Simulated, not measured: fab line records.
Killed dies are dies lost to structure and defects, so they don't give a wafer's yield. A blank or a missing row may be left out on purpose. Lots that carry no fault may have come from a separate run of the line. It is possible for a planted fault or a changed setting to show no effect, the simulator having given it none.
Split-lot experiment | flow sky130 | on a route of 708 steps: 5 lots, 23 wafers read

== SPLIT DETAILS ==
At SKY_VT_ADJUST_HVTR_COAT_02 (resist thk 1140 nm), the setting spin-rpm was moved away from the recipe's 3000 rpm on 11 of the 23 wafers read, by -7.3% to +2.6%. All remaining wafers had this setting at the recipe value.

The split's own step is where the reading is taken.

== THE READING ==
NOVOLAK_of_VT_ADJUST_HVTR_COAT_02.thk-nm (the simulator's own value, which no gauge read), in nm, at SKY_VT_ADJUST_HVTR_COAT_02 (resist thk 1140 nm). No usual value for it is given in the file. Here, 12 wafers ran the recipe; their average is 1143 nm with a standard deviation of 2.6 nm.

wafer  | tool, chamber at the split | spin-rpm as run, rpm | against the recipe | NOVOLAK_of_VT_ADJUST_HVTR_COAT_02.thk-nm, nm | against lot-mates on the recipe
L074.1 | litho-track-03, 0          | 3000                 | recipe             | 1141                                         | -
L074.2 | litho-track-03, 0          | 2781                 | -7.3%              | 1184                                         | +42
L074.3 | litho-track-03, 0          | 3000                 | recipe             | 1142                                         | -
L074.4 | litho-track-03, 0          | 2781                 | -7.3%              | 1182                                         | +40
L074.5 | litho-track-03, 0          | 2781                 | -7.3%              | 1185                                         | +44
L075.1 | litho-track-02, 0          | 3000                 | recipe             | 1144                                         | -
L075.2 | litho-track-02, 0          | 3000                 | recipe             | 1144                                         | -
L075.4 | litho-track-02, 0          | 3000                 | recipe             | 1144                                         | -
L075.3 | litho-track-02, 0          | 2929                 | -2.4%              | 1160                                         | +16
L075.5 | litho-track-02, 0          | 2929                 | -2.4%              | 1158                                         | +14
L077.1 | litho-track-04, 0          | 3079                 | +2.6%              | 1125                                         | -13
L077.2 | litho-track-04, 0          | 3079                 | +2.6%              | 1125                                         | -13
L077.3 | litho-track-04, 0          | 3000                 | recipe             | 1138                                         | -
L077.6 | litho-track-04, 0          | 3000                 | recipe             | 1138                                         | -
L077.5 | litho-track-04, 0          | 3079                 | +2.6%              | 1123                                         | -15
L078.3 | litho-track-04, 0          | 3000                 | recipe             | 1144                                         | -
L078.4 | litho-track-04, 0          | 3000                 | recipe             | 1145                                         | -
L078.5 | litho-track-04, 0          | 3000                 | recipe             | 1142                                         | -
L080.1 | litho-track-03, 0          | 3000                 | recipe             | 1143                                         | -
L080.2 | litho-track-03, 0          | 2807                 | -6.4%              | 1181                                         | +36
L080.3 | litho-track-03, 0          | 2807                 | -6.4%              | 1182                                         | +37
L080.4 | litho-track-03, 0          | 2807                 | -6.4%              | 1183                                         | +38
L080.5 | litho-track-03, 0          | 3000                 | recipe             | 1147                                         | -

THE FIT
A straight line over all 23 wafers: NOVOLAK_of_VT_ADJUST_HVTR_COAT_02.thk-nm changes by -5.99 nm for each +1% of spin-rpm; r = -0.99; the points scatter about the line by 2.6 nm.
The same after taking each lot's own level away (the mean of its wafers on the recipe; 23 wafers): -5.7 nm for each +1%; r = -1.00; scatter 1.2 nm.
On that fit, the largest move of spin-rpm shifts the reading by 42 nm.
Measured against the standard deviation above, the lots' own levels, which go from 1138.0 to 1145.0 nm, span 2.7 times it.
The two slopes agree, so the slope changes little with the lot-to-lot level.
Check: with one of the wafers moved furthest among these (-7.3%) left out of the fit, the line predicts +41.9 nm for it against its lot-mates. Against them it came out at +42.5 nm.

== FURTHER SPLITS ON THESE WAFERS ==
These wafers also went through other splits before the reading. Each is held against what the fit with the lots' levels taken away leaves over:
other split on the same wafers            | wafers away from the commonest value | r with NOVOLAK_of_VT_ADJUST_HVTR_COAT_02.thk-nm (lot level and that fit taken away)
SKY_VT_ADJUST_LVTN_SOFTBAKE_03 temp-c     | 10                                   | -0.31
SKY_VT_ADJUST_LVTN_IMPLANT_08 energy-kev  | 9                                    | +0.06
SKY_VT_ADJUST_NCORE_DEVELOP_06 dev-temp-c | 7                                    | -0.41

== THE WHOLE CHAIN: every reading that the file lists as answering this split, in the file's order ==
step                        | what it does       | reading                                                                                   | change (the file's fit)              | r (the file's)
SKY_VT_ADJUST_HVTR_COAT_02  | resist thk 1140 nm | NOVOLAK_of_VT_ADJUST_HVTR_COAT_02.thk-nm (the simulator's own value, which no gauge read) | -5.77 nm for each +1% of the setting | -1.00
SKY_VT_ADJUST_HVTR_STRIP_10 | strips in O2/N2    | strip-time-to-endpoint-s                                                                  | withheld for each +1% of the setting | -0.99

== THE FILE'S OWN FIT ==
NOVOLAK_of_VT_ADJUST_HVTR_COAT_02.thk-nm changes by -5.77 nm for each +1% of spin-rpm, r = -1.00.
